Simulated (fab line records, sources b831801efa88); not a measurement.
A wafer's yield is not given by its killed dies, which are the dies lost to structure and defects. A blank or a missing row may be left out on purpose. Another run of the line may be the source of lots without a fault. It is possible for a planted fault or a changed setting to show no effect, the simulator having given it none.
fab line records    flow sky130
[record] lots = 5  wafers = 15  last_day = 50
route steps=708 shown LDD_N@247 LDD_P@255 PAD_OPEN@708
lots that met no fault: from a run of the same line without faults
start_h: start of the lot's first displayed wafer, in hours after the record's first day    wait_h: hours elapsed since this lot's preceding step    " identical to the entry in the row above    L1.1+2: several wafers, shown together as one row    - no value, or no start was given    * or withheld: withheld    < > ~ a bound
route shown NAME@n: names a module that has steps shown in the file, with the first one's number in the route    usual: mean/standard deviation taken from wafers without a fault    same: alike in all rows    chamber/n: place in a boat    sites: the reading at each site    _std_site: their standard deviation    _edge_site: mean of outer sites minus mean of inner sites    radius_mm: how far each site lies from the wafer's centre    mask NAME#n: copy n    behind: the most recent tool/chamber to have shaped the wafer    hold: what put the lot on hold/how long, in hours/how the hold closed    device: whichever transistor did not switch (one of n, p or np)    end of line: the same wafers' tests at the end of the route    a step without rows: its recipe alone    killed: not the wafer's yield, but the dies lost to structure and defects at the first sort    map: the dies of a wafer, with x for killed, . for not killed, _ for no die there
set.NAME: setting as actually run; set.NAME@STEP: the setting as run at that earlier step    model.NAME: the simulator's own value behind a step, which no gauge read
lots at selected steps of the route; one table per step, one row per wafer
services: when a tool's chamber went out of use (start_h, in hours from the record's first day, below 0 if earlier), for how many hours, and the reason
[[steps]]
[step SKY_LDD_N_IMPLANT_10]
[recipe] species = As  energy_kev = 20  dose_cm2 = 7.5e+13  tilt_deg = withheld  rotation_deg = 203
[step SKY_LDD_N_IMPLANT_11]
[recipe] species = As  energy_kev = 20  dose_cm2 = 7.5e+13  tilt_deg = withheld  rotation_deg = 293
[step SKY_LDD_N_IMPLANT_12]
[recipe] species = BF2  energy_kev = 50  dose_cm2 = 5e+12  tilt_deg = 30  rotation_deg = 0
[step SKY_LDD_N_IMPLANT_13]
[recipe] species = BF2  energy_kev = 50  dose_cm2 = 5e+12  tilt_deg = 30  rotation_deg = 90
[step SKY_LDD_N_IMPLANT_14]
[recipe] species = BF2  energy_kev = 50  dose_cm2 = 5e+12  tilt_deg = 30  rotation_deg = 180
[step SKY_LDD_N_IMPLANT_15]
[recipe] species = BF2  energy_kev = 50  dose_cm2 = 5e+12  tilt_deg = 30  rotation_deg = 270
[step SKY_LDD_N_STRIP_16]
[recipe] chemistry = O2/N2  power_w = 1400  pressure_mtorr = 1500  platen_temp_c = withheld  o2_flow_sccm = 3000  n2_flow_sccm = 300  overash_fraction = 0.5
[usual] drypump_motor_current_A = 5.8/0.48  oes_product_au = 0.406/0.0047  strip_time_to_endpoint_s = 4.317/0.012
lot.wafer  tool             chamber  start_h  wait_h  drypump_motor_current_A  oes_product_au  rf_hours_counter_h  strip_time_to_endpoint_s
L819.3     plasma_asher-02  1        443.01   0.1     5.2                      0.408           -                   4.329
L819.5     "                0        "        "       5.2                      0.406           -                   4.325
L819.6     "                1        "        "       5.2                      0.405           -                   4.331
L820.1     plasma_asher-02  1        446.89   0.1     5.2                      0.407           34                  4.326
L820.2     "                0        "        "       5.2                      0.406           34                  4.331
L820.3     "                1        "        "       5.2                      0.405           -                   4.325
L828.2     plasma_asher-02  1        521.47   0.1     5.2                      0.408           40                  4.322
L828.3     "                1        "        "       5.2                      0.398           -                   4.317
L828.6     "                0        "        "       5.2                      0.410           -                   4.347
L832.3     plasma_asher-04  1        557.10   0.1     6.0                      0.399           -                   4.311
L832.4     "                0        "        "       6.4                      0.413           -                   4.317
L832.6     "                0        "        "       6.4                      0.402           -                   4.306
L836.1     plasma_asher-03  1        571.44   0.1     6.1                      0.407           77                  4.327
L836.5     "                1        "        "       6.1                      0.408           -                   4.324
L836.6     "                0        "        "       6.1                      0.410           -                   4.335
[step SKY_LDD_N_TW_MEAS_17]
[usual] LDD_N_TW = 2598/27
lot.wafer  tool           chamber  start_h  wait_h  LDD_N_TW
L819.3     film_metro-01  -        443.10   0.1     2500
L819.5     "              -        "        "       2502
L819.6     "              -        "        "       2514
L820.1     film_metro-04  -        446.99   0.1     2598
L820.2     "              -        "        "       2611
L820.3     "              -        "        "       2599
L828.2     film_metro-04  -        521.58   0.1     2636
L828.3     "              -        "        "       2617
L828.6     "              -        "        "       2622
L832.3     film_metro-04  -        557.19   0.1     2605
L832.4     "              -        "        "       2609
L832.6     "              -        "        "       2615
L836.1     film_metro-04  -        571.54   0.1     2625
L836.5     "              -        "        "       2602
L836.6     "              -        "        "       2604
[step SKY_LDD_P_DEHYDRATE_00]
[recipe] temp_c = 200  time_s = 60
[step SKY_LDD_P_HMDS_01]
[recipe] prime_time_s = 60  prime_temp_c = 120
[step SKY_LDD_P_COAT_02]
[recipe] resist = NOVOLAK  spin_rpm = 3000  resist_thk_nm = 1140
[step SKY_LDD_P_SOFTBAKE_03]
[recipe] temp_c = 90  time_s = 60  resist = NOVOLAK
[step SKY_LDD_P_EXPOSE_04]
[recipe] mask_id = PSDM  na = 0.6  source_shape = conventional  sigma_outer = 0.6  polarization = unpolarized  target_cd_nm = 380  dose_mj = 138
[usual] exposure_dose_mJ_cm2 = 137.89/0.12
lot.wafer  tool              chamber  start_h  wait_h  mask    exposure_dose_mJ_cm2
L819.3     iline_stepper-02  0        459.42   -       PSDM#0  137.93
L819.5     "                 0        "        "       PSDM#0  137.95
L819.6     "                 0        "        "       PSDM#0  137.91
L820.1     iline_stepper-01  0        462.88   -       PSDM#0  137.74
L820.2     "                 0        "        "       PSDM#0  137.73
L820.3     "                 0        "        "       PSDM#0  137.85
L828.2     iline_stepper-02  0        536.29   -       PSDM#0  139.00
L828.3     "                 0        "        "       PSDM#0  139.13
L828.6     "                 0        "        "       PSDM#0  139.01
L832.3     iline_stepper-01  0        571.47   -       PSDM#0  137.98
L832.4     "                 0        "        "       PSDM#0  138.01
L832.6     "                 0        "        "       PSDM#0  137.79
L836.1     iline_stepper-01  0        587.29   -       PSDM#0  137.94
L836.5     "                 0        "        "       PSDM#0  137.83
L836.6     "                 0        "        "       PSDM#0  137.85
[step SKY_LDD_P_PEB_05]
[recipe] temp_c = withheld  time_s = *  resist = NOVOLAK
[step SKY_LDD_P_DEVELOP_06]
[recipe] resist = NOVOLAK  developer = TMAH  develop_time_s = 60  dev_temp_c = 23
[step SKY_LDD_P_CD_MEAS_07]
[recipe] target_cd_nm = 380
[usual] cd_nm = 379.7/3
lot.wafer  tool       chamber  start_h  wait_h  cd_nm
L819.3     cd_sem-02  -        474.22   0.1     377.4
L819.5     "          -        "        "       377.9
L819.6     "          -        "        "       378.2
L820.1     cd_sem-01  -        477.87   0.1     379.8
L820.2     "          -        "        "       379.9
L820.3     "          -        "        "       379.4
L828.2     cd_sem-02  -        551.64   0.1     355.8
L828.3     "          -        "        "       375.4
L828.6     "          -        "        "       361.1
L832.3     cd_sem-02  -        586.61   0.1     379.2
L832.4     "          -        "        "       378.1
L832.6     "          -        "        "       380.1
L836.1     cd_sem-01  -        600.98   0.1     379.8
L836.5     "          -        "        "       380.1
L836.6     "          -        "        "       377.7
[step SKY_LDD_P_OVL_MEAS_08]
[usual] LDD_P_OVL = -0.3/1.2
lot.wafer  tool        chamber  start_h  wait_h  LDD_P_OVL[nm]
L819.3     overlay-02  -        474.31   0.1     -0.6
L819.5     "           -        "        "       2.3
L819.6     "           -        "        "       -1.0
L820.1     overlay-02  -        477.99   0.1     -1.9
L820.2     "           -        "        "       -2.3
L820.3     "           -        "        "       -1.5
L828.2     overlay-02  -        551.75   0.1     -0.8
L828.3     "           -        "        "       -0.3
L828.6     "           -        "        "       -0.1
L832.3     overlay-02  -        586.70   0.1     -1.7
L832.4     "           -        "        "       0.2
L832.6     "           -        "        "       -0.1
L836.1     overlay-02  -        601.10   0.1     0.0
L836.5     "           -        "        "       -2.3
L836.6     "           -        "        "       -0.7
[step SKY_PAD_OPEN_PROBE_99]
[usual] killed_at_M0_to_M3 = 43/6.8  killed_at_M4_up = 3.2/2  killed_at_contacts = 24/5.3  killed_at_front_end = 16/4.4  killed_at_other = 0.3/0.54  killed_dies = 86/9.4  killed_open = 48/6.6  killed_short = 38/6.5
[same] gross_dies = 492  killed_at_back_side = 0
lot.wafer  tool       chamber  start_h  wait_h  killed_at_M0_to_M3  killed_at_M4_up  killed_at_contacts  killed_at_front_end  killed_at_other  killed_dies  killed_open  killed_short
L832.3     prober-02  -        1186.94  0.2     39                  1                33                  9                    1                83           57           25
L832.4     prober-02  -        1186.99  0.2     45                  8                22                  12                   1                88           52           35
L832.6     prober-02  -        1187.09  0.2     39                  3                22                  18                   0                82           42           40
// killed by level:class
L832.3 CONTACT:geometric_particle:open=17 VIA1:geometric_particle:open=11 VIA2:geometric_particle:open=8 LI_CONTACT:geometric_particle:open=8 VIA3:geometric_particle:open=6 CONTACT:geometric_particle:short=4 METAL2:geometric_particle:short=4 METAL3:geometric_particle:short=4
L832.4 VIA2:geometric_particle:open=9 VIA1:geometric_particle:open=7 LI_CONTACT:geometric_particle:open=7 CONTACT:geometric_particle:open=7 VIA3:geometric_particle:open=7 VIA3:geometric_particle:short=6 FIELD_ISO:geometric_particle:open=4 POLY_GATE:geometric_particle:short=4
L832.6 CONTACT:geometric_particle:open=12 VIA1:geometric_particle:open=9 METAL2:geometric_particle:short=9 POLY_GATE:geometric_particle:short=6 VIA3:geometric_particle:open=6 FIELD_ISO:geometric_particle:open=4 VIA1:geometric_particle:short=4 METAL1:geometric_particle:short=4
[[services]]
tool              chamber  start_h  hours  kind
plasma_asher-04   -        421.25   9.0    pm
plasma_asher-04   0        421.25   9.0    vent_cycle
plasma_asher-04   1        421.25   9.0    vent_cycle
plasma_asher-04   0        430.25   -      clean
plasma_asher-04   1        430.25   -      clean
plasma_asher-02   -        461.76   15.6   pm
plasma_asher-03   -        461.98   0.4    repair
plasma_asher-04   -        484.92   3.6    repair
iline_stepper-02  -        495.21   2.1    pm
iline_stepper-01  -        497.29   1.7    pm
iline_stepper-02  -        497.29   -      consumable_replace:lamp
iline_stepper-01  -        516.70   3.9    repair
iline_stepper-02  -        545.23   1.6    repair
plasma_asher-02   -        560.29   1.4    repair
iline_stepper-02  0        562.39   -      calibration
iline_stepper-02  -        568.31   1.7    pm
plasma_asher-04   -        570.40   2.8    pm
plasma_asher-02   -        577.52   5.0    repair
[[key]]
[first_sign] step = SKY_LDD_P_EXPOSE_04  reading = exposure_dose_mJ_cm2  direction = up  sigmas = 9.6  usual = *  struck = *
[effect] step = SKY_LDD_P_CD_MEAS_07  reading = cd_nm  direction = down  sigmas = 5.2  usual = 379.7  struck = 364.1  through = control_loop
met_at SKY_LDD_P_EXPOSE_04
struck_wafers L828.2,L828.3,L828.6
tester_left_out L828
[loop_trim] step = SKY_LDD_P_EXPOSE_04  setting = dose  lots = L828
onset_between 459.42 536.29
[fault] kind = process_parameter_drift  tool = iline_stepper-02  chamber = -  onset_h = 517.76  steps = SKY_LDD_P_EXPOSE_04  channel = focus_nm  offset = 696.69  spread_by_wafer = 0.3  shape = step  end_h = 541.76
// tester_left_out: of these lots the tester's yield and bins aren't shown, on N5 and GAA mostly nor the transistor test; their killed dies are dies lost to structure and defects alone, not to doping, threshold or leakage, so they don't give the yield
// loop_trim: a control loop set the setting to another value than it would have without faults
